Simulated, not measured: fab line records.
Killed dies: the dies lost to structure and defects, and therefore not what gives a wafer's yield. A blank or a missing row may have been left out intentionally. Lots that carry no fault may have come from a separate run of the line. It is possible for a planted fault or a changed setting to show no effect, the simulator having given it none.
What tool caused it? | flow gf180mcu | 12 lots, 36 wafers sampled, at 4 steps of a route of 602

WHAT THE GAUGES READ, wafer by wafer
GF_HV_LDD_TW_MEAS_50.
lot  | measured     | on            | HV_LDD_4_TW
L792 | day 12 17:59 | film_metro-01 | 570.9 570.7 570.9
L793 | day 12 22:06 | film_metro-01 | 571.7 569.6 570.0
L799 | day 15 01:55 | film_metro-02 | 563.6 569.0 567.5
L804 | day 16 16:51 | film_metro-01 | 487.9 487.2 483.2 486.5 486.2 487.4
L805 | day 17 01:58 | film_metro-04 | 489.3 492.6 490.5 490.1 491.2 490.4
L807 | day 17 19:40 | film_metro-01 | 567.9 563.8 566.0
L808 | day 18 11:28 | film_metro-04 | 571.9 570.2 570.5
L811 | day 19 08:26 | film_metro-04 | 571.0 568.5 569.3
L812 | day 19 19:48 | film_metro-02 | 571.1 571.3 570.9
L813 | day 19 19:59 | film_metro-04 | 567.8 567.9 570.7
L814 | day 20 07:32 | film_metro-02 | 572.3 572.3 572.6
L815 | day 20 18:14 | film_metro-01 | 570.3 567.2 568.4

GF_NSD_OVL_MEAS_08.
lot  | measured     | on         | NSD_OVL (nm)
L792 | day 13 17:27 | overlay-02 | -1.7 0.6 -1.5
L793 | day 13 21:37 | overlay-01 | -2.0 -1.4 -2.3
L799 | day 16 03:51 | overlay-02 | 0.1 -1.2 -0.8
L804 | day 17 19:29 | overlay-01 | 1.2 -1.4 -1.2
L805 | day 18 05:13 | overlay-02 | 0.4 -1.0 0.2
L807 | day 18 22:40 | overlay-02 | -1.3 -3.3 -2.0
L808 | day 19 17:16 | overlay-02 | -1.3 -1.3 -0.1
L811 | day 20 12:21 | overlay-02 | 0.1 1.1 -1.0
L812 | day 21 00:52 | overlay-02 | -2.5 -4.0 -5.8
L813 | day 20 23:16 | overlay-02 | -1.9 -2.0 -1.2
L814 | day 21 10:49 | overlay-02 | -1.4 -1.3 -0.2
L815 | day 21 21:10 | overlay-01 | -1.8 -1.8 -1.8

EACH LOT AND THE TOOL THAT RAN IT (in order: tool; ch and the chambers of the sampled wafers; start)
lot  | GF_DUAL_GATE_STRIP_13                | GF_HV_LDD_IMPLANT_48
L792 | plasma_asher-02 ch 0,1, day 8 11:14  | implanter-03 ch 0, day 12 17:45
L793 | plasma_asher-01 ch 0, day 8 16:38    | implanter-04 ch 0, day 12 21:52
L799 | plasma_asher-04 ch 0,1, day 10 14:23 | implanter-02 ch 0, day 15 01:40
L804 | plasma_asher-01 ch 0,1, day 12 01:25 | implanter-04 ch 0, day 16 16:37
L805 | plasma_asher-02 ch 0,1, day 12 08:41 | implanter-04 ch 0, day 17 01:44
L807 | plasma_asher-01 ch 0,1, day 12 20:35 | implanter-02 ch 0, day 17 19:26
L808 | plasma_asher-04 ch 0,1, day 13 04:56 | implanter-02 ch 0, day 18 11:14
L811 | plasma_asher-01 ch 0,1, day 14 02:32 | implanter-02 ch 0, day 19 08:11
L812 | plasma_asher-04 ch 0,1, day 14 08:47 | implanter-03 ch 0, day 19 19:34
L813 | plasma_asher-01 ch 0,1, day 14 14:50 | implanter-04 ch 0, day 19 19:46
L814 | plasma_asher-01 ch 0,1, day 15 02:29 | implanter-02 ch 0, day 20 07:19
L815 | plasma_asher-04 ch 0,1, day 15 12:17 | implanter-02 ch 0, day 20 17:59
- GF_DUAL_GATE_STRIP_13: strips in O2/N2.
- GF_HV_LDD_IMPLANT_48

WHAT THE TOOLS THEMSELVES READ (means of the sampled wafers that have a number; where no wafer has one, the mark that the record gives instead)
GF_DUAL_GATE_STRIP_13.
lot  | tool            | drypump_motor_current_A (A) | heater_power_w (W) | oes_product_au (a.u.) | strip_time_to_endpoint_s (s)
L792 | plasma_asher-02 | 5.66                        | 290                | 0.716                 | 12.57
L793 | plasma_asher-01 | 5.62                        | 307                | 0.714                 | 12.67
L799 | plasma_asher-04 | 5.91                        | 325                | 0.720                 | 12.64
L804 | plasma_asher-01 | 5.67                        | 324                | 0.715                 | 12.67
L805 | plasma_asher-02 | 5.64                        | 290                | 0.715                 | 12.68
L807 | plasma_asher-01 | 5.68                        | 337                | 0.720                 | 12.71
L808 | plasma_asher-04 | 5.61                        | 341                | 0.716                 | 12.63
L811 | plasma_asher-01 | 5.68                        | 336                | 0.715                 | 12.64
L812 | plasma_asher-04 | 5.92                        | 335                | 0.723                 | 12.62
L813 | plasma_asher-01 | 5.65                        | 324                | 0.714                 | 12.65
L814 | plasma_asher-01 | 5.66                        | 321                | 0.718                 | 12.70
L815 | plasma_asher-04 | 5.63                        | 346                | 0.717                 | 12.67

GF_HV_LDD_IMPLANT_48.
lot  | tool         | dose_ions_cm2 | faraday_current_uA
L792 | implanter-03 | 3e+13         | 168
L793 | implanter-04 | 3e+13         | 167
L799 | implanter-02 | 3e+13         | 169
L804 | implanter-04 | 2e+13         | 105
L805 | implanter-04 | 2e+13         | 104
L807 | implanter-02 | 3e+13         | 169
L808 | implanter-02 | 3e+13         | 168
L811 | implanter-02 | 3e+13         | 170
L812 | implanter-03 | 3e+13         | 171
L813 | implanter-04 | 3e+13         | 169
L814 | implanter-02 | 3e+13         | 169
L815 | implanter-02 | 3e+13         | 166

THE ANSWER, worked out from the rows above alone
Rule: the lots themselves supply what counts as usual. Put in order of their means at a reading, lots are off if they are a third of the lots or fewer, leave a main group of 4 or more, and stand apart from it by a gap of 3 or more times the standard deviation of the main group's means; of several such gaps the widest counts. A main group is skipped when, at the precision printed for the reading in the tables above, its means are all equal. Also off: a lot with no number at a reading for which 4 or more lots have one. Where the step has rows for the other lots, those lots are counted as sound. The gauges are gone through in route order, then the tools' own readings, and for those a lot's mean is taken as printed above. The first step at which some lot is off is used, and at that step the reading that is off furthest; a lot without a number counts as furthest.
Off: at GF_HV_LDD_TW_MEAS_50 (HV_LDD_4_TW), L804, L805. The main group has a mean of 569.5 with a standard deviation of 1.9.
If a tool, at a process step before that reading, ran all the lots that are off and no sound lot after the first of them, it fits. Not tried: the gauges at GF_HV_LDD_TW_MEAS_50; whatever is off there is also off at GF_HV_LDD_IMPLANT_48, on other tools, and gauge error can't account for it. None of those tried fits.

WHAT THE SIMULATOR HAD INSERTED
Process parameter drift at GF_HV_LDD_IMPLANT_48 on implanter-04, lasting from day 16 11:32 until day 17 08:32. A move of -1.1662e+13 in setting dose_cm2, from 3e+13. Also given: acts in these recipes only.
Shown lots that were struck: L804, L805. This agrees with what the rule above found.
